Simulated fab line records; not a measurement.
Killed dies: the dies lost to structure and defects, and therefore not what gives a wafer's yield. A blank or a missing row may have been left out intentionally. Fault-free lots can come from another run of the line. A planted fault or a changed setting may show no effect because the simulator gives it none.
The tool behind it: which one?	flow gf180mcu	13 lots with 38 wafers sampled at 4 steps, on a route of 602 steps

== WHAT EACH GAUGE READ, for each wafer ==
GF_VT_IMPLANT_OVL_MEAS_18. Usual: VT_IMPLANT_01_OVL gives 1.3 nm (standard deviation 1.4).
lot	measured	on	VT_IMPLANT_01_OVL (nm)	flag
L783	day 6 03:25	overlay-01	0.3 1.6 2.0	
L784	day 6 09:28	overlay-01	2.0 1.9 1.6	
L785	day 7 02:58	overlay-02	2.6 0.9 0.4	
L791	day 8 13:22	overlay-02	1.7 1.1 0.1	
L792	day 8 14:13	overlay-02	1.1 1.5	
L795	day 9 08:30	overlay-02	-0.6 -0.2 -0.3	
L797	day 10 01:00	overlay-02	3.3 2.3 2.6	
L798	day 10 05:01	overlay-01	1.5 1.5 2.5	
L799	day 10 10:07	overlay-02	2.9 3.4 3.2	
L800	day 11 02:49	overlay-01	3.9 0.8 2.4	
L802	day 11 05:54	overlay-01	0.0 -0.3 0.0	
L804	day 11 20:40	overlay-01	-0.6 -1.2 -0.3	
L805	day 11 23:58	overlay-01	-0.4 0.9 0.8	

GF_PSD_TW_MEAS_11. Usual: PSD_TW gives 3174 (standard deviation 26).
lot	measured	on	PSD_TW	flag
L783	day 14 03:32	film_metro-02	3168 3141 3167	
L784	day 14 12:53	film_metro-02	3171 3146 3169	
L785	day 15 07:55	film_metro-02	3147 3155 3169	
L791	day 17 06:14	film_metro-04	3215 3200 3217	
L792	day 17 17:22	film_metro-02	3152 3174	
L795	day 18 05:01	film_metro-03	3188 3220 3194	
L797	day 19 04:40	film_metro-04	3205 3209 3195	
L798	day 19 10:39	film_metro-02	3149 3156 3142	
L799	day 20 01:11	film_metro-02	3127 3129 3132	
L800	day 20 22:20	film_metro-03	3168 3172 3182	
L802	day 21 02:43	film_metro-04	3209 3199 3213	
L804	day 21 14:34	film_metro-04	3207 3189 3200	
L805	day 21 20:21	film_metro-02	3163 3151 3141	

GF_SAB_OVL_MEAS_10. Usual: SAB_OVL gives 0.4 nm (standard deviation 1.3).
lot	measured	on	SAB_OVL (nm)	flag
L783	day 15 00:27	overlay-02	2.1 1.8 2.2	
L784	day 15 10:26	overlay-02	0.5 -0.3 -0.6	
L785	day 16 06:07	overlay-02	0.1 0.2 0.6	
L791	day 18 06:35	overlay-02	0.7 1.3 0.4	
L792	day 18 17:26	overlay-02	-0.3 -0.4	
L795	day 19 05:26	overlay-02	-1.6 -2.0 -0.6	
L797	day 20 05:47	overlay-02	1.1 1.5 1.1	
L798	day 20 11:52	overlay-02	0.5 -1.0 -1.5	
L799	day 21 02:05	overlay-01	1.7 2.1 1.9	
L800	day 21 22:50	overlay-01	-0.4 -0.7 0.2	
L802	day 22 02:50	overlay-02	0.1 0.7 -0.7	
L804	day 22 14:09	overlay-01	1.1 -0.3 1.4	
L805	day 22 18:56	overlay-02	-0.9 -0.9 -0.4	

== WHAT TOOL EACH LOT RAN ON (gives the tool, then ch and the chambers of the sampled wafers, and finally the start) ==
lot	GF_STI_ETCH_13
L783	rie_diel-03 ch 2,3, day 2 01:44
L784	rie_diel-04 ch 0,1, day 2 05:44
L785	rie_diel-03 ch 2,3, day 2 12:11
L791	rie_diel-02 ch 2,3, day 3 20:52
L792	rie_diel-02 ch 1,2, day 4 00:01
L795	rie_diel-04 ch 1,2,3, day 4 14:50
L797	rie_diel-04 ch 0,1,3, day 5 00:37
L798	rie_diel-04 ch 0,1,3, day 5 05:29
L799	rie_diel-03 ch 0,1,2, day 5 12:07
L800	rie_diel-04 ch 2,3, day 5 17:32
L802	rie_diel-04 ch 0,2,3, day 6 04:52
L804	rie_diel-03 ch 1,3, day 6 14:02
L805	rie_diel-03 ch 0,3, day 6 19:17
- GF_STI_ETCH_13: etches the open film in CHF3/O2, stops on Si, target depth 282.31 nm, time 112.9 s.

== WHAT THE TOOLS THEMSELVES READ (means of the sampled wafers that have a number; where no wafer has one, the mark that the record gives instead) ==
GF_STI_ETCH_13. Usual: chamber_pressure_mTorr 40.00 mTorr, standard deviation 0.04; drypump_motor_current_A 5.8 A, standard deviation 0.42; oes_product_au 0.835 a.u., standard deviation 0.0054; throttle_valve_pct 8.812 %, standard deviation 0.0084.
lot	tool	chamber_pressure_mTorr (mTorr)	drypump_motor_current_A (A)	oes_product_au (a.u.)	throttle_valve_pct (%)	flag
L783	rie_diel-03	39.98	5.7	0.834	8.819	
L784	rie_diel-04	40.02	5.3	0.834	8.813	
L785	rie_diel-03	39.99	5.4	0.833	8.816	
L791	rie_diel-02	39.99	5.7	0.841	8.813	
L792	rie_diel-02	40.02	5.7	0.841	8.817	
L795	rie_diel-04	40.01	5.8	0.840	8.815	
L797	rie_diel-04	39.98	5.7	0.825	8.810	
L798	rie_diel-04	40.02	5.7	0.835	8.819	
L799	rie_diel-03	40.00	5.8	0.833	8.809	
L800	rie_diel-04	40.00	6.4	0.837	8.815	
L802	rie_diel-04	39.98	6.2	0.839	8.819	
L804	rie_diel-03	39.99	6.0	0.845	8.814	
L805	rie_diel-03	39.99	5.9	0.837	8.803	

== THE ANSWER, worked out from the rows above alone ==
Rule: a lot counts as off when the mean over its wafers that have a number is more than 3 standard deviations away from the usual mean. A lot without any number at a reading at which 4 lots or more have one is off too. The other lots that the step has rows for count as sound. First the gauges in route order, then the tools' own readings, where a lot's mean is used as printed above. At the first step where some lot is off, the reading lying furthest off is the one used; lots without a number count as furthest.
No lot is off on any of the readings shown, so nothing can be concluded from this.

== WHAT THE SIMULATOR HAD PUT IN ==
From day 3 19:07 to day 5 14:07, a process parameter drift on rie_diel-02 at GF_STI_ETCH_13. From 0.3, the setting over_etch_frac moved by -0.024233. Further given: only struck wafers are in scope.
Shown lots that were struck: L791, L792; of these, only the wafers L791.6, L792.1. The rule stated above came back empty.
